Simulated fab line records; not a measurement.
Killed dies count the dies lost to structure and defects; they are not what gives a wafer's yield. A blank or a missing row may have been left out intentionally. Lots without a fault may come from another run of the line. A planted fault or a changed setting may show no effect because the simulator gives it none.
Comparing a struck lot with a sound one | flow sfq line | 15 out of 325 route steps
Sound: these wafers, L903.1, L903.2, L903.4. The struck wafers were L898.2, L898.5, L898.6. The cause is named last.
At each step with rows: each side's tool, then ch and its chambers, then its first start. Under that, the readings that differ: sound wafers | struck wafers | difference of the means | sigmas: that difference in standard deviations of wafers without a fault.
alike: readings with means less than 2 such deviations apart, plus words and numbers identical on both sides. not compared: withheld readings, readings lacking a value on some wafer, bounds such as >300 that could conceal the same value, and numbers that have no deviation in the record and whose values overlap.
The two part at a step that has a row with sigmas, a row that says differs or no value, or rows on one side only. Numbers that don't overlap but have no deviation are shown without sigmas and don't part them. A reading missing from all wafers of one side parts the sides only when that side holds two or more wafers.

first, 1 step without rows for these wafers: SFQ_TRILAYER_M0_STRIP_SOLV_CLEAN_026 (cleans in NMP, time 600 s).
SFQ_TRILAYER_I0_DEP_PECVD_027: deposits SiO2 from SiH4/N2O, time 111.11 s, target thk 500 nm.
  sound on pecvd-04 ch 1,2, day 12 06:05; struck on pecvd-02 ch 0,1,2, day 10 08:56
  alike: heater power outer w, heater power w, throttle valve pct
SFQ_TRILAYER_I0_CMP_CMP_028: polishes SiO2.
  sound on cmp-01 ch 0,1,3, day 12 09:51; struck on cmp-01 ch 1,2, day 10 16:32
  alike: head pressure psi, motor current A, time to endpoint s
SFQ_I0_BOW_MEAS_907:
  sound: film metro-02 at day 12 12:51; struck: film metro-04 at day 10 19:34
  alike: I0_BOW
SFQ_TRILAYER_I0_METRO_MEASURE_029:
  sound: film metro-02 at day 12 12:58; struck: film metro-04 at day 10 19:52
  alike: thk nm
then, 6 steps without rows for these wafers: SFQ_TRILAYER_I0_VIA_LITHO_COAT_036 (resist thk 62 nm); SFQ_TRILAYER_I0_VIA_LITHO_COAT_031 (resist thk 650 nm); SFQ_TRILAYER_I0_VIA_LITHO_SOFTBAKE_035; SFQ_TRILAYER_I0_VIA_LITHO_EXPOSE_032 (exposes mask I0, target cd 500 nm); SFQ_TRILAYER_I0_VIA_LITHO_PEB_034 (peb time 60 s); SFQ_TRILAYER_I0_VIA_LITHO_DEVELOP_033 (time 60 s).
-- the record jumps here: 4 days lie between the struck wafers' starts before and after --
SFQ_I0_OVL_MEAS_908:
  sound: overlay-02 at day 18 03:22; struck: overlay-01 at day 15 04:21
  alike: I0_OVL
SFQ_TRILAYER_I0_VIA_BARC_OPEN_VIA_ETCH_046: etches BARC in O2, target depth 125 nm, time 41.7 s.
  sound on rie diel-04 ch 0,1,3, day 18 03:24; struck on rie diel-02 ch 1,2,3, day 15 04:23
  reading                                                 | sound             | struck            | difference | sigmas
  oes product au (a.u.)                                   | 0.687 0.681 0.686 | 0.669 0.669 0.657 | -0.020     | -5
  run length s (s)                                        | 70.4 69.0 69.7    | 73.3 72.7 72.7    | +3.2       | +7
  model.KrF_of_TRILAYER_I0_VIA_LITHO_COAT_031.thk nm (nm) | 575.7 574 574.1   | 569.8 568.8 571.5 | -4.6       |
  alike: drypump motor current A
  not compared: rf hours counter h
SFQ_TRILAYER_I0_VIA_ETCH_VIA_ETCH_034: etches SiO2 in CHF3, stops on Nb, target depth 260 nm.
  sound on rie diel-04 ch 0,1,3, day 18 03:26; struck on rie diel-02 ch 1,2,3, day 15 04:25
  reading                                                 | sound           | struck          | difference | sigmas
  model.KrF_of_TRILAYER_I0_VIA_LITHO_COAT_031.thk nm (nm) | 530.6 529.1 529 | 525.1 524.4 527 | -4.1       |
  alike: drypump motor current A, oes product au
SFQ_TRILAYER_I0_VIA_STRIP_STRIP_035: strips in O2.
  sound on rie metal-03 ch 0,1, day 18 03:34; struck on rie metal-01 ch 0,1, day 15 04:32
  alike: drypump motor current A, he backside leak sccm, oes product au
  not compared: rf hours counter h

## WHERE THEY PART
At SFQ_TRILAYER_I0_VIA_BARC_OPEN_VIA_ETCH_046 and nowhere else, as far as this record goes. Later steps at which nothing parts them and some readings are alike: SFQ_TRILAYER_I0_VIA_ETCH_VIA_ETCH_034, SFQ_TRILAYER_I0_VIA_STRIP_STRIP_035.

WHY: the cause the simulator had injected
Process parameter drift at SFQ_TRILAYER_I0_VIA_BARC_OPEN_VIA_ETCH_046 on rie diel-02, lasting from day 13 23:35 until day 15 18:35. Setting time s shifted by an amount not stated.
